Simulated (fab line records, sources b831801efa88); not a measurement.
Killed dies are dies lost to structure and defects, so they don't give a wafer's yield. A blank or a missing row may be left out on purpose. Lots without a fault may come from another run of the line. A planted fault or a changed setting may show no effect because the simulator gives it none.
Tool commonality check | flow sky130 | 13 lots, 39 wafers sampled

WHY IT WAS OPENED
At SKY_NWELL_TW_MEAS_26 the reading NWELL_2_TW is flagged on 2 of 13 lots. Wafers without a fault read 497.5, standard deviation 2.8.
Rule: a lot is flagged when every wafer of it that has a number lies more than 4 standard deviations from that mean, or none has a number. The other lots count as sound.

lot  | measured     | on            | NWELL_2_TW, wafer by wafer | flag
L282 | day 5 09:49  | film_metro-04 | 501.3 499.7 500.5          |
L285 | day 6 00:17  | film_metro-02 | 496.8 492.0 493.7          |
L286 | day 6 08:35  | film_metro-02 | 494.6 496.8 498.0          |
L287 | day 6 13:52  | film_metro-02 | 496.3 499.0 495.2          |
L288 | day 6 17:10  | film_metro-04 | 496.3 498.8 497.3          |
L289 | day 7 01:05  | film_metro-02 | 495.1 495.1 495.4          |
L291 | day 7 11:13  | film_metro-02 | 494.2 496.1 495.7          |
L292 | day 7 17:49  | film_metro-02 | 496.9 498.0 497.6          |
L299 | day 10 02:58 | film_metro-01 | 515.9 517.5 516.3          | FLAGGED
L301 | day 10 05:31 | film_metro-01 | 517.2 519.8 519.9          | FLAGGED
L302 | day 10 14:35 | film_metro-02 | 497.7 498.0 498.7          |
L303 | day 10 23:19 | film_metro-04 | 499.2 502.0 499.4          |
L305 | day 11 04:36 | film_metro-02 | 494.5 492.4 491.7          |
The numbers of the flagged lots are 517.8 on average: +20.3 against the usual, or +7 standard deviations.

WHICH TOOL RAN EACH LOT
The record holds 1 process step before the reading, out of a route of 708 steps. In each cell: the tool, then ch and the chambers that the sampled wafers went through, then the start.
lot  | flag    | SKY_NWELL_IMPLANT_24
L282 |         | implanter-03 ch 0, day 5 09:34
L285 |         | implanter-03 ch 0, day 6 00:04
L286 |         | implanter-03 ch 0, day 6 08:22
L287 |         | implanter-03 ch 0, day 6 13:39
L288 |         | implanter-01 ch 0, day 6 16:55
L289 |         | implanter-03 ch 0, day 7 00:52
L291 |         | implanter-03 ch 0, day 7 10:58
L292 |         | implanter-01 ch 0, day 7 17:34
L299 | FLAGGED | implanter-01 ch 0, day 10 02:43
L301 | FLAGGED | implanter-01 ch 0, day 10 05:16
L302 |         | implanter-03 ch 0, day 10 14:22
L303 |         | implanter-03 ch 0, day 10 23:04
L305 |         | implanter-03 ch 0, day 11 04:21
What these steps do:
- SKY_NWELL_IMPLANT_24
- SKY_NWELL_TW_MEAS_26

FLAGGED OVER TOTAL, TOOL BY TOOL (the gauges that took the reading come last)
step                 | tool          | lots run | flagged | share of the flagged lots | sound lots run after its first flagged lot
SKY_NWELL_IMPLANT_24 | implanter-01  | 4        | 2       | all                       | 0
SKY_NWELL_IMPLANT_24 | implanter-03  | 9        | 0       | none                      | -
SKY_NWELL_TW_MEAS_26 | film_metro-01 | 2        | 2       | all                       | 0
SKY_NWELL_TW_MEAS_26 | film_metro-02 | 8        | 0       | none                      | -
SKY_NWELL_TW_MEAS_26 | film_metro-04 | 3        | 0       | none                      | -

WHAT THE TABLE ALLOWS
2 rows of the table ran every flagged lot: implanter-01 at SKY_NWELL_IMPLANT_24, film_metro-01 at SKY_NWELL_TW_MEAS_26.
- implanter-01 at SKY_NWELL_IMPLANT_24: 2 of its 4 lots flagged. Its last sound lot is L292 (day 7 17:34), its first flagged lot L299 (day 10 02:43): a fault that began between those two fits. Its own readings lie more than 4 standard deviations out on every wafer of the flagged lots: dose_ions_cm2, faraday_current_uA.
- film_metro-01 at SKY_NWELL_TW_MEAS_26: 2 of its 2 lots flagged. It ran no sound lot before its first flagged lot in this sample, so the start can't be narrowed down.
Counting lots can't tell these 2 tools apart, because each fits a fault that began at some hour. More lots, or a look at what each step does to the wafer, might.

WHAT THE SIMULATOR HAD PUT IN
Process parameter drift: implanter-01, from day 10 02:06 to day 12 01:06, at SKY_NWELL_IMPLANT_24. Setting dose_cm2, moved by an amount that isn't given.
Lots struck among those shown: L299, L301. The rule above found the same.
